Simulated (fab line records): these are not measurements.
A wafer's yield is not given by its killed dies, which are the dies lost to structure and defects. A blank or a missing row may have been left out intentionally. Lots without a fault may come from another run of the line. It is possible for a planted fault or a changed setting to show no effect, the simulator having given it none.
fab line records | flow sky130 | part 2 of 2: steps 31 to 41 of 41
record: lots: 5 wafers: 15 lastDay: 50
route steps=708 shown NWELL@81 PWDE@84 VT_ADJUST_HVTP@85 VT_ADJUST_LVTN@97 VT_ADJUST_NCORE@119
lots with no fault: from the same line, run without faults
startH: start of the lot's first displayed wafer, in hours after the record's first day | waitH: hours elapsed since this lot's preceding step | " as in the row above | L1.1+2: several wafers, shown together as one row | - either no value or no given start | * or withheld: withheld | < > ~ a bound
route shown NAME@n: names a module that has steps shown in the file, with the first one's number in the route | usual: mean/standard deviation of fault-free wafers | same: alike in all rows | chamber/n: place in a boat | sites: readings site by site | _std_site: the values' standard deviation | _edge_site: mean of outer sites minus mean of inner sites | radiusMm: for every site, how far away it sits from the centre of the wafer | mask NAME#n: copy n | behind: the tool/chamber that last shaped the wafer | hold: why the lot went on hold/how many hours it stayed there/how the hold came to an end | device: transistor that didn't switch, given as n, p or np | end of line: at the end of the route, the tests of the same wafers | for a step that has no rows: nothing shown but its recipe | killed: the dies lost at the first sort to structure and to defects; this is not the yield of the wafer | map: a wafer's dies, x killed, . not, _ none there
set.NAME: the run value of the setting; set.NAME@STEP: its run value at that earlier step | model.NAME: the simulator's own value behind a step, which no gauge read
certain route steps with their lots: each step a table, each wafer a row
services: from which hour (startH, from the record's first day; less than 0 if before it) a tool's chamber was out of use, for how many hours, and why
== steps ==
step: SKY_VT_ADJUST_LVTN_EXPOSE_15
recipe: maskId: HVN_STD_DERIVED na: 0.6 sourceShape: conventional sigmaOuter: 0.6 polarization: unpolarized targetCdNm: 600 doseMj: 163
columns lot.wafer tool chamber startH waitH mask
L076.2+4+6 ilineStepper-02 0 - - HVN_STD_DERIVED#0
L087.2+4+5 ilineStepper-01 0 - - HVN_STD_DERIVED#0
L090.2+4+6 ilineStepper-01 0 - - HVN_STD_DERIVED#0
L093.3+4+5 ilineStepper-02 0 - - HVN_STD_DERIVED#0
L097.1+3+4 ilineStepper-01 0 - - HVN_STD_DERIVED#0
step: SKY_VT_ADJUST_LVTN_PEB_16
recipe: tempC: withheld timeS: * resist: NOVOLAK
columns lot.wafer tool chamber startH waitH
L076.2+4+6 lithoTrack-03 0 - -
L087.2+4+5 lithoTrack-01 0 - -
L090.2+4+6 lithoTrack-04 0 - -
L093.3+4+5 lithoTrack-04 0 - -
L097.1+3+4 lithoTrack-01 0 - -
step: SKY_VT_ADJUST_LVTN_DEVELOP_17
recipe: resist: NOVOLAK developer: TMAH developTimeS: 60 devTempC: 23
same: developTimeS: 60
columns lot.wafer tool chamber startH waitH
L076.2+4+6 lithoTrack-03 0 179.27 0.1
L087.2+4+5 lithoTrack-01 0 245.36 0.1
L090.2+4+6 lithoTrack-04 0 284.31 0.1
L093.3+4+5 lithoTrack-04 0 290.89 0.1
L097.1+3+4 lithoTrack-01 0 326.64 0.1
step: SKY_VT_ADJUST_LVTN_OVL_MEAS_18
usual: VT_ADJUST_LVTN_01_OVL: -0.4/1.3
columns lot.wafer tool chamber startH waitH VT_ADJUST_LVTN_01_OVL[nm]
L076.2 overlay-01 - 179.40 0.1 -1.8
L076.4 " - " " -1.0
L076.6 " - " " -0.5
L087.2 overlay-02 - 245.49 0.1 -0.1
L087.4 " - " " -1.8
L087.5 " - " " -2.1
L090.2 overlay-01 - 284.44 0.1 0.3
L090.4 " - " " -1.2
L090.6 " - " " -0.5
L093.3 overlay-02 - 291.00 0.1 -2.9
L093.4 " - " " -3.5
L093.5 " - " " -4.0
L097.1 overlay-01 - 326.79 0.1 0.1
L097.3 " - " " 2.5
L097.4 " - " " 0.5
step: SKY_VT_ADJUST_LVTN_IMPLANT_19
recipe: species: B energyKev: 30 doseCm2: 6.5e+11 tiltDeg: withheld
usual: beamOnS: 10.03/0.21
columns lot.wafer tool chamber startH waitH beamOnS
L076.2 implanter-02 0 179.45 0.0 9.47
L076.4 " 0 " " 10.07
L076.6 " 0 " " 9.84
L087.2 implanter-01 0 245.55 0.0 9.82
L087.4 " 0 " " 9.82
L087.5 " 0 " " 10.01
L090.2 implanter-04 0 284.50 0.0 10.03
L090.4 " 0 " " 9.83
L090.6 " 0 " " 10.33
L093.3 implanter-02 0 291.07 0.1 10.22
L093.4 " 0 " " 10.30
L093.5 " 0 " " 9.55
L097.1 implanter-02 0 326.82 0.0 10.31
L097.3 " 0 " " 10.09
L097.4 " 0 " " 9.85
step: SKY_VT_ADJUST_LVTN_STRIP_20
recipe: chemistry: O2/N2 powerW: 1400 pressureMtorr: 1500 platenTempC: withheld o2FlowSccm: 3000 n2FlowSccm: 300 overashFraction: 0.5
usual: drypumpMotorCurrentA: 5.7/0.38 oesProductAu: 0.716/0.005 stripTimeToEndpointS: 14.16/0.037
columns lot.wafer tool chamber startH waitH drypumpMotorCurrentA oesProductAu rfHoursCounterH stripTimeToEndpointS
L076.2 plasmaAsher-02 1 179.58 0.1 5.1 0.716 49 14.13
L076.4 " 1 " " 5.1 0.711 - 14.15
L076.6 " 1 " " 5.1 0.714 - 14.09
L087.2 plasmaAsher-03 0 245.67 0.1 5.9 0.718 11 14.21
L087.4 " 0 " " 5.9 0.720 - 14.25
L087.5 " 1 " " 5.7 0.715 - 14.21
L090.2 plasmaAsher-03 1 284.62 0.1 5.8 0.715 14 14.14
L090.4 " 0 " " 5.8 0.719 - 14.16
L090.6 " 1 " " 5.8 0.708 - 14.17
L093.3 plasmaAsher-03 0 291.21 0.1 5.9 0.715 - 14.14
L093.4 " 1 " " 5.7 0.714 - 14.16
L093.5 " 0 " " 5.9 0.710 - 14.14
L097.1 plasmaAsher-03 0 326.97 0.1 5.9 0.713 18 14.12
L097.3 " 1 " " 5.8 0.722 - 14.14
L097.4 " 0 " " 5.8 0.711 - 14.14
step: SKY_VT_ADJUST_LVTN_TW_MEAS_21
usual: VT_ADJUST_LVTN_2_TW: 190.3/1.8
columns lot.wafer tool chamber startH waitH VT_ADJUST_LVTN_2_TW
L076.2 filmMetro-01 - 179.69 0.1 191.9
L076.4 " - " " 191.7
L076.6 " - " " 192.0
L087.2 filmMetro-02 - 245.78 0.1 188.3
L087.4 " - " " 190.3
L087.5 " - " " 190.1
L090.2 filmMetro-04 - 284.73 0.1 187.4
L090.4 " - " " 188.0
L090.6 " - " " 188.1
L093.3 filmMetro-01 - 291.29 0.1 191.3
L093.4 " - " " 191.3
L093.5 " - " " 191.2
L097.1 filmMetro-04 - 327.07 0.1 186.8
L097.3 " - " " 186.8
L097.4 " - " " 185.1
step: SKY_VT_ADJUST_NCORE_DEHYDRATE_00
recipe: tempC: 200 timeS: 60
usual: heaterPowerTotalW: 160.37/0.12
columns lot.wafer tool chamber startH waitH heaterPowerTotalW
L076.2 lithoTrack-04 0 190.01 10.3 160.43
L076.4 " 0 " " 160.52
L076.6 " 0 " " 160.39
L087.2 lithoTrack-01 0 256.96 11.2 160.32
L087.4 " 0 " " 160.37
L087.5 " 0 " " 160.57
L090.2 lithoTrack-02 0 296.47 11.7 160.41
L090.4 " 0 " " 160.36
L090.6 " 0 " " 160.58
L093.3 lithoTrack-04 0 303.74 12.4 160.45
L093.4 " 0 " " 160.29
L093.5 " 0 " " 160.38
L097.1 lithoTrack-04 0 340.14 13.1 160.30
L097.3 " 0 " " 160.41
L097.4 " 0 " " 160.19
step: SKY_VT_ADJUST_NCORE_HMDS_01
recipe: primeTimeS: 60 primeTempC: 120
columns lot.wafer tool chamber startH waitH
L076.2+4+6 lithoTrack-04 0 190.16 0.1
L087.2+4+5 lithoTrack-01 0 257.11 0.1
L090.2+4+6 lithoTrack-02 0 296.62 0.1
L093.3+4+5 lithoTrack-04 0 303.89 0.1
L097.1+3+4 lithoTrack-04 0 340.29 0.1
step: SKY_VT_ADJUST_NCORE_COAT_02
recipe: resist: NOVOLAK spinRpm: 3000 resistThkNm: 1140
columns lot.wafer tool chamber startH waitH
L076.2+4+6 lithoTrack-04 0 190.31 0.1
L087.2+4+5 lithoTrack-01 0 257.26 0.1
L090.2+4+6 lithoTrack-02 0 296.77 0.1
L093.3+4+5 lithoTrack-04 0 304.04 0.1
L097.1+3+4 lithoTrack-04 0 340.44 0.1
step: SKY_VT_ADJUST_NCORE_SOFTBAKE_03
recipe: tempC: 90 timeS: 60 resist: NOVOLAK
usual: heaterPowerTotalW: 56.59/0.043
columns lot.wafer tool chamber startH waitH heaterPowerTotalW
L076.2 lithoTrack-04 0 190.46 0.1 56.57
L076.4 " 0 " " 56.64
L076.6 " 0 " " 56.54
L087.2 lithoTrack-01 0 257.41 0.1 56.55
L087.4 " 0 " " 56.62
L087.5 " 0 " " 56.62
L090.2 lithoTrack-02 0 296.92 0.1 56.60
L090.4 " 0 " " 56.58
L090.6 " 0 " " 56.54
L093.3 lithoTrack-04 0 304.19 0.1 56.57
L093.4 " 0 " " 56.63
L093.5 " 0 " " 56.62
L097.1 lithoTrack-04 0 340.59 0.1 56.54
L097.3 " 0 " " 56.61
L097.4 " 0 " " 56.60
== services ==
columns tool chamber startH hours kind
implanter-03 - 103.33 6.0 pm
plasmaAsher-03 - 108.75 9.0 pm
plasmaAsher-02 - 114.53 4.2 repair
implanter-01 - 116.80 4.0 repair
ilineStepper-02 - 124.49 12.8 repair
implanter-04 - 131.52 2.7 repair
implanter-02 - 137.22 5.2 repair
plasmaAsher-03 - 143.52 16.6 pm
ilineStepper-01 - 148.49 1.7 pm
implanter-02 - 171.28 5.1 repair
plasmaAsher-03 - 182.83 2.8 pm
ilineStepper-01 - 188.96 9.7 repair
implanter-03 - 191.10 4.7 pm
implanter-04 - 205.75 7.8 pm
implanter-04 - 214.52 0.6 repair
implanter-04 - 215.14 2.4 repair
plasmaAsher-04 - 229.18 4.7 repair
ilineStepper-02 - 230.04 25.3 repair
ilineStepper-02 - 255.38 1.7 pm
implanter-04 - 268.62 2.6 repair
plasmaAsher-02 - 283.51 3.4 repair
implanter-04 - 293.74 3.9 repair
implanter-04 - 337.71 1.4 repair
rtpAnneal-02 - 338.01 4.0 pm
